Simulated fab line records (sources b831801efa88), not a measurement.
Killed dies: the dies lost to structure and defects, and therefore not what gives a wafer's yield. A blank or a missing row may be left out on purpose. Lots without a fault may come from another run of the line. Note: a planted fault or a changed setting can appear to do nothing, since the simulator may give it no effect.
A struck lot beside a sound one :: flow sky130 :: 15 steps out of a route of 708
Sound: these wafers, L518.1, L518.5, L518.6. Struck: wafer L528.2 (left out: L528.3, L528.4 of the same lot, which were not struck); the cause appears at the end.
Per side, at each step with rows, come the tool, then ch with its chambers, and then its first start. Under that, the readings that differ: sound wafers :: struck wafers :: difference of the means :: sigmas: that difference in standard deviations of wafers without a fault.
alike: same words and numbers on both sides, and readings whose means sit less than 2 such deviations apart. not compared: any withheld reading, any reading some wafer has no value for, any bound like >300 that may hide the same value, and any number with overlapping values for which the record gives no deviation.
A row with sigmas, a row that says differs or no value, or rows on one side alone: a step with any of these is where the two part. Numbers that don't overlap but have no deviation are shown without sigmas and don't part them. Lack of a reading on every wafer of one side parts them only where that side has two or more wafers.

SKY_CONTACT_BOW_MEAS_05:
  sound on film metro-04, day 31 15:21; struck on film metro-04, day 33 16:55
  alike: CONTACT_BOW
then, 8 steps without rows for these wafers: SKY_CONTACT_DEHYDRATE_06 (time 60 s); SKY_CONTACT_HMDS_07 (prime time 60 s); SKY_CONTACT_COAT_08 (resist thk 60 nm); SKY_CONTACT_COAT_09 (resist thk 450 nm); SKY_CONTACT_SOFTBAKE_10 (time 90 s); SKY_CONTACT_EXPOSE_11 (exposes mask CTM1, target cd 170 nm); SKY_CONTACT_PEB_12; SKY_CONTACT_DEVELOP_13 (develop time 60 s).
SKY_CONTACT_CD_MEAS_14: the cd target is 170 nm.
  sound on cd sem-01, day 32 19:00; struck on cd sem-01, day 34 19:34
  alike: cd nm
SKY_CONTACT_OVL_MEAS_15:
  sound on overlay-01, day 32 19:07; struck on overlay-02, day 34 19:40
  alike: CONTACT_OVL
SKY_CONTACT_ETCH_16: etches BARC in N2/H2, stops on SiO2, time 45.9 s, target depth 60 nm.
  sound on rie diel-03 ch 0,1,2, day 32 19:10; struck on rie diel-04 ch 0, day 34 19:42
reading: bias w (W)
sound: 99.71 100.22 99.69
struck: 100.49
difference: +0.62
sigmas: +2
  alike: drypump motor current A, h2 flow sccm, oes product au, rf fwd power W, throttle valve pct
  not compared: rf hours counter h
SKY_CONTACT_ETCH_17: etches SiO2 in C4F8/O2/Ar, stops on Si3N4, target depth 340 nm.
  sound on rie diel-03 ch 0,1,2, day 32 19:12; struck on rie diel-04 ch 0, day 34 19:44
reading: bias w (W)
sound: 1202 1200 1196
struck: 1262
difference: +63
sigmas: +18

reading: model.Si3N4_of_CONTACT_CVD_00.thk nm (nm)
sound: 75.01 76.21 74.9
struck: 73.99
difference: -1.38
sigmas: 
  alike: oes product au, rf fwd power W
SKY_CONTACT_ETCH_18: etches Si3N4 in CHF3/O2, stops on TiN, time 39 s, target depth 75 nm.
  sound on rie diel-03 ch 0,1,2; struck on rie diel-04 ch 0
reading: bias w (W)
sound: 201.1 201.4 200.7
struck: 199.3
difference: -1.8
sigmas: -3

reading: throttle valve pct (%)
sound: 8.787 8.789 8.795
struck: 8.813
difference: +0.023
sigmas: +3
  alike: drypump motor current A, oes product au, rf fwd power W
  not compared: rf hours counter h
-- the record jumps here: 13 days lie between the struck wafers' starts before and after (it left off in module CONTACT and takes up again in module PAD_OPEN, whose first step shown is number 708 of the route) --
SKY_PAD_OPEN_PROBE_99:
  sound on prober-02, day 46 11:43; struck on prober-02, day 48 01:02
reading: killed dies
sound: 82 89 97
struck: 67
difference: -22
sigmas: -2

reading: killed open
sound: 43 54 59
struck: 35
difference: -17
sigmas: -2
  alike: killed_at_M0_to_M3, killed_at_M4_up, killed at contacts, killed at front end, killed at other, killed short

== WHERE THEY PART ==
Last at SKY_PAD_OPEN_PROBE_99 as far as this record goes, first at SKY_CONTACT_ETCH_16.

WHY: what had been put in by the simulator
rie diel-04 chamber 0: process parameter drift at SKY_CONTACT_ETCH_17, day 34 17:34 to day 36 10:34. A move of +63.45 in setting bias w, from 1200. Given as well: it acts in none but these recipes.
